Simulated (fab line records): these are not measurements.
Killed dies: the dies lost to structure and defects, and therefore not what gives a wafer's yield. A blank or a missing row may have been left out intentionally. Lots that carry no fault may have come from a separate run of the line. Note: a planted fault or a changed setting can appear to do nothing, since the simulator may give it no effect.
The tool behind it: which one? ; flow gf180mcu ; Sampling: 24 lots, 72 wafers, 6 of 602 route steps

WHAT THE GAUGES READ, wafer by wafer
GF_HV_LDD_CD_MEAS_31: target cd 400 nm.
lot;measured;on;cd nm (nm)
L074;day 11 15:25;cd sem-01;398.1 400.0 399.0
L075;day 12 00:51;cd sem-02;400.9 400.9 402.4
L076;day 12 04:55;cd sem-02;396.3 396.7 398.1
L077;day 12 15:37;cd sem-01;400.7 401.3 401.9
L078;day 12 21:14;cd sem-02;397.6 396.7 398.8
L079;day 13 00:24;cd sem-01;395.5 397.0 397.6
L080;day 13 10:26;cd sem-02;396.5 397.4 397.2
L081;day 13 21:42;cd sem-01;402.8 404.0 403.4
L082;day 14 01:08;cd sem-01;399.8 399.0 399.0
L083;day 14 08:47;cd sem-02;398.9 399.1 401.3
L084;day 14 23:17;cd sem-01;399.9 400.5 400.0
L085;day 15 02:44;cd sem-02;402.7 402.3 401.0
L086;day 15 12:19;cd sem-01;401.1 399.5 398.7
L087;day 15 18:12;cd sem-02;402.8 403.0 401.6
L088;day 16 03:31;cd sem-02;399.8 398.4 400.5
L089;day 16 12:28;cd sem-01;400.1 398.6 400.4
L090;day 16 23:10;cd sem-01;402.2 402.3 401.1
L092;day 17 19:17;cd sem-01;400.0 399.0 398.9
L091;day 17 20:15;cd sem-02;398.4 398.2 397.3
L093;day 18 06:31;cd sem-01;399.4 398.1 398.1
L094;day 18 10:16;cd sem-02;398.8 397.8 397.9
L095;day 18 17:33;cd sem-01;399.4 398.5 398.7
L097;day 19 04:28;cd sem-01;402.3 401.0 401.8
L096;day 19 07:43;cd sem-01;399.2 399.8 399.9

GF_V1_CD_MEAS_14: target cd 260 nm.
lot;measured;on;cd nm (nm)
L074;day 18 05:54;cd sem-02;261.5 260.8 260.5
L075;day 18 16:40;cd sem-01;259.9 260.4 261.1
L076;day 18 21:55;cd sem-02;259.1 259.5 258.4
L077;day 19 11:57;cd sem-01;258.0 258.6 258.0
L078;day 19 17:08;cd sem-01;259.4 260.0 259.3
L079;day 19 22:00;cd sem-02;259.6 260.8 260.3
L080;day 20 09:30;cd sem-01;259.3 261.0 259.2
L081;day 21 00:15;cd sem-02;260.4 261.2 259.8
L082;day 21 02:47;cd sem-02;259.2 258.0 260.0
L083;day 21 12:15;cd sem-01;258.7 258.3 257.9
L084;day 22 03:46;cd sem-02;262.4 262.6 261.0
L085;day 22 06:48;cd sem-01;259.4 260.0 258.9
L086;day 22 17:28;cd sem-01;261.9 261.4 260.6
L087;day 22 23:45;cd sem-02;261.1 260.8 261.9
L088;day 23 10:03;cd sem-02;261.5 262.5 263.2
L089;day 23 16:49;cd sem-02;261.7 261.1 260.8
L090;day 24 04:43;cd sem-02;261.4 261.6 262.7
L092;day 25 03:05;cd sem-02;258.3 257.7 257.3
L091;day 25 02:54;cd sem-01;261.4 260.8 262.0
L093;day 25 10:28;cd sem-01;260.7 260.2 259.6
L094;day 25 13:08;cd sem-02;258.4 260.4 260.1
L095;day 25 21:18;cd sem-01;259.0 259.9 260.5
L097;day 26 05:58;cd sem-01;261.1 261.1 260.2
L096;day 26 07:40;cd sem-02;259.4 259.5 259.2

GF_V2_THK_MEAS_03.
lot;measured;on;V2_CVD_02_THK (nm)
L074;day 19 08:35;film metro-03;830 853 856
L075;day 19 19:59;film metro-01;831 857 853
L076;day 20 00:58;film metro-02;834 849 846
L077;day 20 14:36;film metro-02;863 834 849
L078;day 20 19:50;film metro-02;840 842 851
L079;day 21 00:53;film metro-01;843 860 853
L080;day 21 11:41;film metro-01;849 832 849
L081;day 22 02:13;film metro-02;841 856 867
L082;day 22 05:18;film metro-03;841 843 864
L083;day 22 13:56;film metro-01;840 853 882
L084;day 23 05:22;film metro-03;840 853 857
L085;day 23 08:51;film metro-02;860 850 861
L086;day 23 18:49;film metro-02;822 845 855
L087;day 24 01:02;film metro-01;849 842 848
L088;day 24 10:03;film metro-03;845 841 860
L089;day 24 16:52;film metro-02;857 857 869
L090;day 25 05:34;film metro-01;860 852 868
L092;day 26 02:57;film metro-01;832 832 864
L091;day 26 02:24;film metro-02;842 843 818
L093;day 26 10:41;film metro-03;824 836 839
L094;day 26 13:42;film metro-03;832 855 857
L095;day 26 20:46;film metro-03;826 825 835
L097;day 27 05:07;film metro-01;839 862 864
L096;day 27 07:01;film metro-01;848 862 844

TOOL THAT RAN EACH LOT (tool first, then ch and the chambers of the sampled wafers, then the start)
lot;GF_SAB_STRIP_13;GF_M1_SPUTTER_01;GF_M2_SPUTTER_03
L074;plasma asher-02 ch 0,1, day 15 05:55;pvd sputter-02, day 16 06:16;pvd sputter-01, day 18 07:40
L075;plasma asher-02 ch 0,1, day 15 15:45;pvd sputter-02, day 16 16:45;pvd sputter-02, day 18 18:26
L076;plasma asher-02 ch 0,1, day 15 20:36;pvd sputter-01, day 16 21:00;pvd sputter-01, day 18 23:40
L077;plasma asher-01 ch 0,1, day 16 10:18;pvd sputter-01, day 17 11:31;pvd sputter-02, day 19 13:40
L078;plasma asher-02 ch 0,1, day 16 14:12;pvd sputter-02, day 17 15:37;pvd sputter-02, day 19 18:49
L079;plasma asher-01 ch 0,1, day 16 18:50;pvd sputter-01, day 17 21:03;pvd sputter-02, day 19 23:46
L080;plasma asher-04 ch 0,1, day 17 05:02;pvd sputter-02, day 18 07:32;pvd sputter-04, day 20 11:10
L081;plasma asher-04 ch 0,1, day 17 19:43;pvd sputter-01, day 18 22:24;pvd sputter-01, day 21 01:55
L082;plasma asher-02 ch 0,1, day 17 21:43;pvd sputter-02, day 19 00:21;pvd sputter-01, day 21 04:27
L083;plasma asher-04 ch 0,1, day 18 07:27;pvd sputter-02, day 19 10:10;pvd sputter-01, day 21 13:56
L084;plasma asher-01 ch 0,1, day 18 23:01;pvd sputter-02, day 20 02:43;pvd sputter-04, day 22 05:26
L085;plasma asher-01 ch 0, day 19 03:36;pvd sputter-03, day 20 06:18;pvd sputter-02, day 22 08:34
L086;plasma asher-04 ch 0,1, day 19 13:52;pvd sputter-03, day 20 17:21;pvd sputter-02, day 22 19:07
L087;plasma asher-04 ch 0,1, day 19 20:17;pvd sputter-02, day 20 23:05;pvd sputter-02, day 23 01:25
L088;plasma asher-04 ch 0,1, day 20 07:07;pvd sputter-02, day 21 10:04;pvd sputter-04, day 23 11:43
L089;plasma asher-01 ch 0,1, day 20 15:56;pvd sputter-02, day 21 18:15;pvd sputter-02, day 23 18:28
L090;plasma asher-02 ch 0,1, day 21 03:38;pvd sputter-01, day 22 06:04;pvd sputter-04, day 24 06:22
L092;plasma asher-01 ch 0,1, day 22 03:41;pvd sputter-01, day 23 05:32;pvd sputter-02, day 25 04:47
L091;plasma asher-01 ch 0,1, day 22 03:23;pvd sputter-03, day 23 05:14;pvd sputter-04, day 25 04:36
L093;plasma asher-01 ch 0,1, day 22 12:02;pvd sputter-01, day 23 13:45;pvd sputter-02, day 25 12:14
L094;plasma asher-01 ch 0,1, day 22 14:45;pvd sputter-01, day 23 16:26;pvd sputter-01, day 25 14:55
L095;plasma asher-02 ch 0,1, day 22 22:05;pvd sputter-02, day 23 23:23;pvd sputter-01, day 25 22:58
L097;plasma asher-02 ch 0, day 23 08:26;pvd sputter-02, day 24 09:51;pvd sputter-02, day 26 07:44
L096;plasma asher-01 ch 0,1, day 23 10:44;pvd sputter-03, day 24 11:24;pvd sputter-01, day 26 09:31
- GF_SAB_STRIP_13: strips in O2/N2.
- GF_M1_SPUTTER_01: material TiN, target thk 30 nm, time 25 s.
- GF_M2_SPUTTER_03: material Ti, target thk 10 nm, time 6.7 s.

WHAT THE TOOLS THEMSELVES READ (means of the sampled wafers that have a number; where no wafer has one, the mark that the record gives instead)
GF_SAB_STRIP_13.
lot;tool;drypump motor current A (A);heater power w (W);oes product au (a.u.);strip time to endpoint s (s)
L074;plasma asher-02;6.5;324;0.712;12.59
L075;plasma asher-02;6.4;330;0.712;12.61
L076;plasma asher-02;6.4;349;0.715;12.61
L077;plasma asher-01;5.5;403;0.714;12.62
L078;plasma asher-02;6.3;349;0.712;12.62
L079;plasma asher-01;5.5;403;0.711;12.63
L080;plasma asher-04;6.5;319;0.711;12.55
L081;plasma asher-04;6.5;318;0.710;12.56
L082;plasma asher-02;6.4;329;0.710;12.57
L083;plasma asher-04;6.5;318;0.709;12.61
L084;plasma asher-01;5.6;353;0.709;12.62
L085;plasma asher-01;5.7;308;0.707;12.59
L086;plasma asher-04;6.5;320;0.713;12.55
L087;plasma asher-04;6.5;314;0.707;12.64
L088;plasma asher-04;6.4;308;0.709;12.60
L089;plasma asher-01;5.6;355;0.707;12.59
L090;plasma asher-02;6.4;348;0.709;12.62
L092;plasma asher-01;5.5;414;0.703;12.60
L091;plasma asher-01;5.5;409;0.709;12.61
L093;plasma asher-01;5.6;356;0.711;12.67
L094;plasma asher-01;5.6;355;0.709;12.56
L095;plasma asher-02;6.4;347;0.706;12.65
L097;plasma asher-02;6.4;333;0.708;12.59
L096;plasma asher-01;5.6;356;0.712;12.63

GF_M1_SPUTTER_01.
lot;tool;throttle valve pct (%)
L074;pvd sputter-02;30.3
L075;pvd sputter-02;30.8
L076;pvd sputter-01;30.2
L077;pvd sputter-01;30.8
L078;pvd sputter-02;29.6
L079;pvd sputter-01;30.8
L080;pvd sputter-02;30.3
L081;pvd sputter-01;30.7
L082;pvd sputter-02;30.6
L083;pvd sputter-02;29.8
L084;pvd sputter-02;30.6
L085;pvd sputter-03;28.4
L086;pvd sputter-03;29.7
L087;pvd sputter-02;30.2
L088;pvd sputter-02;29.9
L089;pvd sputter-02;30.4
L090;pvd sputter-01;30.2
L092;pvd sputter-01;30.5
L091;pvd sputter-03;29.7
L093;pvd sputter-01;30.7
L094;pvd sputter-01;30.9
L095;pvd sputter-02;30.2
L097;pvd sputter-02;29.9
L096;pvd sputter-03;28.6

GF_M2_SPUTTER_03.
lot;tool;throttle valve pct (%)
L074;pvd sputter-01;31.6
L075;pvd sputter-02;30.3
L076;pvd sputter-01;30.5
L077;pvd sputter-02;30.2
L078;pvd sputter-02;30.4
L079;pvd sputter-02;30.1
L080;pvd sputter-04;31.5
L081;pvd sputter-01;30.5
L082;pvd sputter-01;29.5
L083;pvd sputter-01;30.1
L084;pvd sputter-04;31.3
L085;pvd sputter-02;30.2
L086;pvd sputter-02;29.9
L087;pvd sputter-02;30.3
L088;pvd sputter-04;31.4
L089;pvd sputter-02;30.5
L090;pvd sputter-04;30.5
L092;pvd sputter-02;29.8
L091;pvd sputter-04;30.4
L093;pvd sputter-02;30.1
L094;pvd sputter-01;30.9
L095;pvd sputter-01;30.0
L097;pvd sputter-02;29.8
L096;pvd sputter-01;29.5

THE ANSWER, worked out from the rows above alone
Rule: the lots themselves supply what counts as usual. Put in order of their means at a reading, lots are off if they are a third of the lots or fewer, leave a main group of 4 or more, and stand apart from it by a gap of 3 or more times the standard deviation of the main group's means; of several such gaps the widest counts. Not used: any main group whose means are identical at the precision the tables above print for the reading. A lot without any number at a reading at which 4 lots or more have one is off too. Any other lot the step has rows for is counted as sound. The gauges are gone through in route order, then the tools' own readings, and for those a lot's mean is taken as printed above. At the first step where some lot is off, the reading lying furthest off is the one used; lots without a number count as furthest.
Nothing can be told from this: no lot is off at any reading shown.

WHAT THE SIMULATOR PUT IN
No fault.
